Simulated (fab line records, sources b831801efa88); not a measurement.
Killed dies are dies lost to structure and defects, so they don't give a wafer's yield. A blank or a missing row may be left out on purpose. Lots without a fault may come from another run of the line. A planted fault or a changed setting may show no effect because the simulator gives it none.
Chamber matching | flow sky130 | SKY_CONTACT_ETCH_16 on rie_diel-04: 4 sister chambers
The step etches BARC in N2/H2, stops on SiO2, time 45.9 s, target depth 60 nm. 18 wafers are shown with their chamber, then 9 later ones without.

WAFERS WITH THEIR CHAMBER
wafer  | chamber | drypump_motor_current_A (A) | bias_w (W) | throttle_valve_pct (%)
L461.1 | 2       | 6.3                         | 100.14     | 13.220
L461.2 | 3       | 5.9                         | 99.79      | 13.227
L461.4 | 3       | 5.9                         | 100.22     | 13.240
L468.1 | 0       | 5.7                         | 100.17     | 13.221
L468.4 | 0       | 5.7                         | 100.02     | 13.219
L468.6 | 0       | 5.7                         | 100.62     | 13.231
L469.4 | 3       | 5.9                         | 100.05     | 13.211
L469.5 | 1       | 5.1                         | 99.66      | 13.218
L469.6 | 0       | 5.7                         | 100.15     | 13.235
L475.2 | 3       | 5.9                         | 100.12     | 13.225
L475.3 | 0       | 5.7                         | 99.90      | 13.215
L475.4 | 1       | 5.1                         | 100.58     | 13.213
L477.2 | 1       | 5.1                         | 99.81      | 13.215
L477.3 | 2       | 6.2                         | 99.82      | 13.234
L477.6 | 0       | 5.8                         | 100.41     | 13.221
L478.1 | 0       | 5.7                         | 100.45     | 13.237
L478.3 | 1       | 5.1                         | 99.75      | 13.221
L478.4 | 2       | 6.3                         | 99.63      | 13.221

SIGNATURES (means of the wafers above)
reading                 | chamber 0 | chamber 1 | chamber 2 | chamber 3 | scatter within a chamber
drypump_motor_current_A | 5.714     | 5.100     | 6.267     | 5.900     | 0.033
bias_w                  | 100.2457  | 99.9500   | 99.8633   | 100.0450  | 0.289
throttle_valve_pct      | 13.22557  | 13.21675  | 13.22500  | 13.22575  | 0.00857
Rule: a wafer's distance from a chamber is the root of the sum, over the readings, of the square of ((its reading less the chamber's mean) divided by the reading's scatter). The wafer belongs to the nearest chamber; if the next one is less than 2 further off, it can't be placed. The scatter: the root of (the sum of the squares of (reading less its chamber's mean) over the shown wafers, divided by (wafers less chambers)).

WAFERS WITHOUT THEIR CHAMBER
wafer  | drypump_motor_current_A (A) | bias_w (W) | throttle_valve_pct (%)
L479.2 | 5.8                         | 99.89      | 13.228
L479.5 | 5.8                         | 100.23     | 13.229
L479.6 | 5.9                         | 99.61      | 13.223
L480.1 | 6.3                         | 99.61      | 13.225
L480.4 | 5.7                         | 99.80      | 13.210
L480.6 | 5.1                         | 99.98      | 13.226
L481.1 | 5.1                         | 99.62      | 13.217
L481.2 | 5.7                         | 100.48     | 13.234
L481.5 | 5.1                         | 100.00     | 13.222

WHICH CHAMBER EACH WENT THROUGH
wafer  | from the rows above     | in truth
L479.2 | can't be placed: 0 or 3 | 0
L479.5 | can't be placed: 0 or 3 | 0
L479.6 | 3                       | 3
L480.1 | 2                       | 2
L480.4 | 0                       | 0
L480.6 | 1                       | 1
L481.1 | 1                       | 1
L481.2 | 0                       | 0
L481.5 | 1                       | 1
Placed correctly: 7 of 9. Can't be placed from these rows: 2 (the true chamber is among the candidates in 2). Placed wrongly: 0.
